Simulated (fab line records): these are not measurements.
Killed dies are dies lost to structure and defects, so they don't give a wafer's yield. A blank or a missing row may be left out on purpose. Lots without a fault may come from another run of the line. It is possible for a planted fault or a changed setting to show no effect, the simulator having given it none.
Struck lot and sound lot, side by side -- flow sky130 -- 22 steps out of a route of 708
Sound: wafers L640.4, L640.5, L640.6. Struck: wafers L652.1, L652.4, L652.5. At the end, the cause is stated.
For every step that has rows: the tool of each side, followed by ch and its chambers, followed by its first start. Under that, the readings that differ: sound wafers -- struck wafers -- difference of the means -- sigmas: that difference in standard deviations of wafers without a fault.
alike: words and numbers the same on both sides, and readings whose means are apart by under 2 such deviations; not compared: readings that were withheld, readings missing a value for some wafer, numbers with overlapping values and no deviation given by the record, and bounds like >300 which may hide the same value.
A row with sigmas, a row that says differs or no value, or rows on one side alone: a step with any of these is where the two part. Numbers that have no deviation but don't overlap get no sigmas and don't part them. A reading that every wafer of one side lacks parts them only if that side has two wafers or more.

first, 1 step without rows for these wafers: SKY_LOCAL_INTERCONNECT_CLEAN_18 (cleans in O3/DIW).
SKY_CONTACT_CVD_00: deposits Si3N4, target thk 75 nm.
  sound on pecvd-01 ch 0,1,2, day 31 10:47; struck on pecvd-03 ch 0,1, day 35 18:33
  alike: heater_power_w
SKY_CONTACT_THK_MEAS_01:
  struck on film_metro-01, day 35 18:35; sound on film_metro-01, day 31 10:50
  alike: CONTACT_CVD_00_THK
then, 1 step without rows for these wafers: SKY_CONTACT_HDPCVD_02 (deposits SiO2, target thk 565 nm, time 94.2 s).
SKY_CONTACT_THK_MEAS_03:
  struck on film_metro-04, day 35 18:43; sound on film_metro-04, day 31 10:58
  alike: CONTACT_HDPCVD_THK
SKY_CONTACT_CMP_04: polishes SiO2.
  sound on cmp-02 ch 0,1, day 31 11:00; struck on cmp-02 ch 0,2, day 35 18:46
  alike: motor_current_A, platen_rpm, time_to_endpoint_s
SKY_CONTACT_BOW_MEAS_05:
  struck on film_metro-04, day 35 19:04; sound on film_metro-02, day 31 11:22
  alike: CONTACT_BOW
then, 5 steps without rows for these wafers: SKY_CONTACT_DEHYDRATE_06 (time 60 s); SKY_CONTACT_HMDS_07 (prime time 60 s); SKY_CONTACT_COAT_08 (resist thk 60 nm); SKY_CONTACT_COAT_09 (resist thk 450 nm); SKY_CONTACT_SOFTBAKE_10 (time 90 s).
SKY_CONTACT_EXPOSE_11: exposes mask CTM1, target cd 170 nm.
  sound on krf_scanner-02 ch 0, day 32 01:41; struck on krf_scanner-02 ch 0, day 36 08:14
  alike: mask
then, 2 steps without rows for these wafers: SKY_CONTACT_PEB_12; SKY_CONTACT_DEVELOP_13 (develop time 60 s).
SKY_CONTACT_CD_MEAS_14: the cd target is 170 nm.
  struck on cd_sem-02, day 36 21:54; sound on cd_sem-01, day 32 14:22
reading,sound,struck,difference,sigmas
cd_nm (nm),170.9 172.1 170.5,150.3 146.4 139.9,-25.6,-17
SKY_CONTACT_OVL_MEAS_15:
  struck on overlay-02, day 36 22:01; sound on overlay-02, day 32 14:26
  alike: CONTACT_OVL
SKY_CONTACT_ETCH_16: etches BARC in N2/H2, stops on SiO2, time 45.9 s, target depth 60 nm.
  sound on rie_diel-03 ch 0,3, day 32 14:28; struck on rie_diel-04 ch 0,2, day 36 22:04
reading,sound,struck,difference,sigmas
model.CONTACT.cd_nm (nm),172.2 171.3 171.9,150.8 145.7 139.8,-26.4,
  alike: chamber_pressure_mTorr, drypump_motor_current_A, oes_product_au, throttle_valve_pct
  not compared: rf_hours_counter_h
SKY_CONTACT_ETCH_17: etches SiO2 in C4F8/O2/Ar, stops on Si3N4, target depth 340 nm.
  sound on rie_diel-03 ch 0,3, day 32 14:30; struck on rie_diel-04 ch 0,2, day 36 22:06
  alike: chamber_pressure_mTorr, oes_product_au
SKY_CONTACT_ETCH_18: etches Si3N4 in CHF3/O2, stops on TiN, time 39 s, target depth 75 nm.
  sound on rie_diel-03 ch 0,3; struck on rie_diel-04 ch 0,2
reading,sound,struck,difference,sigmas
oes_product_au (a.u.),0.862 0.871 0.867,0.844 0.849 0.843,-0.021,-3
model.CONTACT.cd_nm (nm),172.6 171.1 172.3,150.8 145.9 139.9,-26.5,
  alike: chamber_pressure_mTorr, drypump_motor_current_A, throttle_valve_pct
  not compared: rf_hours_counter_h
SKY_CONTACT_STRIP_19: strips in O2/N2.
  sound on plasma_asher-03 ch 0,1, day 32 14:37; struck on plasma_asher-02 ch 0,1, day 36 22:11
reading,sound,struck,difference,sigmas
chamber_pressure_mTorr (mTorr),1501 1500 1437,1498 1500 1501,+20,+4
  alike: drypump_motor_current_A, oes_product_au, strip_time_to_endpoint_s
  not compared: rf_hours_counter_h
-- the record jumps here: 13 days lie between the struck wafers' starts before and after (it left off in module CONTACT and takes up again in module PAD_OPEN, whose first step shown is number 708 of the route) --
SKY_PAD_OPEN_PROBE_99:
  struck on prober-02, day 49 16:52; sound on prober-01, day 46 22:32
reading,sound,struck,difference,sigmas
killed_at_contacts,25 25 16,34 72 215,+85,+16
killed_dies,91 82 78,100 137 281,+89,+9
killed_on_rim,20 13 12,24 46 77,+34,+8
  alike: killed_at_M0_to_M3, killed_at_M4_up, killed_at_front_end, killed_at_other, killed_open, killed_short

## WHERE THEY PART
At SKY_CONTACT_CD_MEAS_14 first; at SKY_PAD_OPEN_PROBE_99 last (within this record only).

WHY: whatever the simulator had introduced
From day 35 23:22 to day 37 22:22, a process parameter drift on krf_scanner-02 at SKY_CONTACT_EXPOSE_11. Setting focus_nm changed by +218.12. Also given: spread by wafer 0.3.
